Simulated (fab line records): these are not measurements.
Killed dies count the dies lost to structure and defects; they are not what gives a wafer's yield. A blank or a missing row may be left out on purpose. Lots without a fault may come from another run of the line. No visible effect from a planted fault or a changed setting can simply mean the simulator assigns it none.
A struck lot beside a sound one | flow sky130 | 17 out of 708 route steps
Sound: wafers L334.2, L334.3, L334.4. Struck: wafers L345.1, L345.2, L345.5. The cause is named last.
Order at every step that has rows: each side's tool, ch and its chambers, its first start. Under that, the readings that differ: sound wafers | struck wafers | difference of the means | sigmas: that difference in standard deviations of wafers without a fault.
alike: a reading whose means differ by less than 2 such deviations, as well as words and numbers matching on both sides. not compared: withheld readings; readings where some wafer has no value; bounds like >300 that might hide an equal value; numbers whose values overlap and for which the record gives no deviation.
A row with sigmas, a row that says differs or no value, or rows on one side alone: a step with any of these is where the two part. Numbers that have no deviation but don't overlap get no sigmas and don't part them. A reading missing from all wafers of one side parts the sides only when that side holds two or more wafers.

first, 5 steps without rows for these wafers: SKY_SD_N_COAT_02 (resist thk 1140 nm); SKY_SD_N_SOFTBAKE_03 (time 60 s); SKY_SD_N_EXPOSE_04 (exposes mask NSDM, target cd 380 nm); SKY_SD_N_PEB_05; SKY_SD_N_DEVELOP_06 (develop time 60 s).
SKY_SD_N_CD_MEAS_07: the cd target is 380 nm.
  struck on cd_sem-02, day 32 10:50; sound on cd_sem-02, day 28 08:20
  alike: cd_nm
SKY_SD_N_OVL_MEAS_08:
  struck on overlay-01, day 32 10:58; sound on overlay-02, day 28 08:27
  alike: SD_N_OVL
then, 2 steps without rows for these wafers: SKY_SD_N_IMPLANT_09; SKY_SD_N_IMPLANT_10.
SKY_SD_N_STRIP_11: strips in O2/N2.
  sound on plasma_asher-01 ch 0,1, day 28 08:47; struck on plasma_asher-02 ch 0,1, day 32 11:18
  alike: drypump_motor_current_A, oes_product_au, strip_time_to_endpoint_s
  not compared: rf_hours_counter_h
SKY_SD_N_TW_MEAS_12:
  struck on film_metro-01, day 32 11:24; sound on film_metro-01, day 28 08:53
  alike: SD_N_TW
then, 1 step without rows for these wafers: SKY_SD_N_CLEAN_13 (cleans in SC1/SC2, time 150 s).
SKY_SD_N_RTA_14: time 2 s.
  sound on rtp_anneal-01 ch 0, day 28 09:00; struck on rtp_anneal-02 ch 0, day 32 11:31
  alike: lamp_power_pct, ramp_down_c_per_s, wafer_temp_C_max
SKY_SD_N_RS_MEAS_16: measurement is done with a four-point probe.
  struck on film_metro-02, day 32 11:41; sound on film_metro-01, day 28 09:11
  reading          | sound             | struck            | difference | sigmas
  SD_N_RS (ohm/sq) | 68.54 68.68 68.51 | 71.10 71.15 70.98 | +2.50      | +18
SKY_SD_N_RS_MEAS_17: measurement is done with a four-point probe.
  struck on film_metro-02, day 32 11:48; sound on film_metro-01, day 28 09:18
  reading          | sound             | struck            | difference | sigmas
  SD_P_RS (ohm/sq) | 147.1 147.3 147.2 | 161.9 162.0 162.1 | +14.8      | +42
SKY_SD_N_RS_MEAS_18: measurement is done with a four-point probe.
  struck on film_metro-02, day 32 11:55; sound on film_metro-01, day 28 09:25
  alike: RES_XHIGH_RS
-- the record jumps here: 16 days lie between the struck wafers' starts before and after (it left off in module SD_N and takes up again in module PAD_OPEN, whose first step shown is number 708 of the route) --
SKY_PAD_OPEN_PROBE_99:
  struck on prober-02, day 48 23:41; sound on prober-01, day 46 02:08
  reading                                            | sound              | struck            | difference | sigmas
  model.etest.res_xhigh_po.line_ohm_um               | 5876 5979 5747     | 6616 6605 6522    | +714       |
  model.etest.res_xhigh_po.rs_ohm_sq_range           | 130.3 112.6 103.1  | 743.1 776.8 740.8 | +638.2     |
  model.etest.res_xhigh_po.rs_ohm_sq_rim_less_centre | 72.05 76.66 67.94  | 724.5 728.4 712.7 | +649.6     |
  model.etest.res_xhigh_po.rs_ohm_sq                 | 2042 2068 1983     | 2314 2274 2301    | +265       |
  model.etest.pfet_01v8.r_on_ohm_um                  | 2927 3000 2908     | 3065 3034 3058    | +107       |
  model.etest.res_pdiff.line_ohm_um                  | 1355 1354 1362     | 1566 1556 1516    | +189       |
  model.etest.tip_p.rs_ohm_sq                        | 6907 6888 6875     | 6841 6870 6802    | -52        |
  model.etest.tip_p.rs_ohm_sq_rim_less_centre        | 33.49 25.92 -46.96 | 260.4 224.8 120.8 | +197.8     |
  alike: killed_at_M0_to_M3, killed_at_M4_up, killed_at_contacts, killed_at_front_end, killed_at_other, killed_dies, killed_open, killed_short

WHERE THEY PART
First at SKY_SD_N_RS_MEAS_16; last, within this record, at SKY_SD_N_RS_MEAS_17. Later steps at which nothing parts them and some readings are alike: SKY_SD_N_RS_MEAS_18, SKY_PAD_OPEN_PROBE_99.

WHY: the cause the simulator had injected
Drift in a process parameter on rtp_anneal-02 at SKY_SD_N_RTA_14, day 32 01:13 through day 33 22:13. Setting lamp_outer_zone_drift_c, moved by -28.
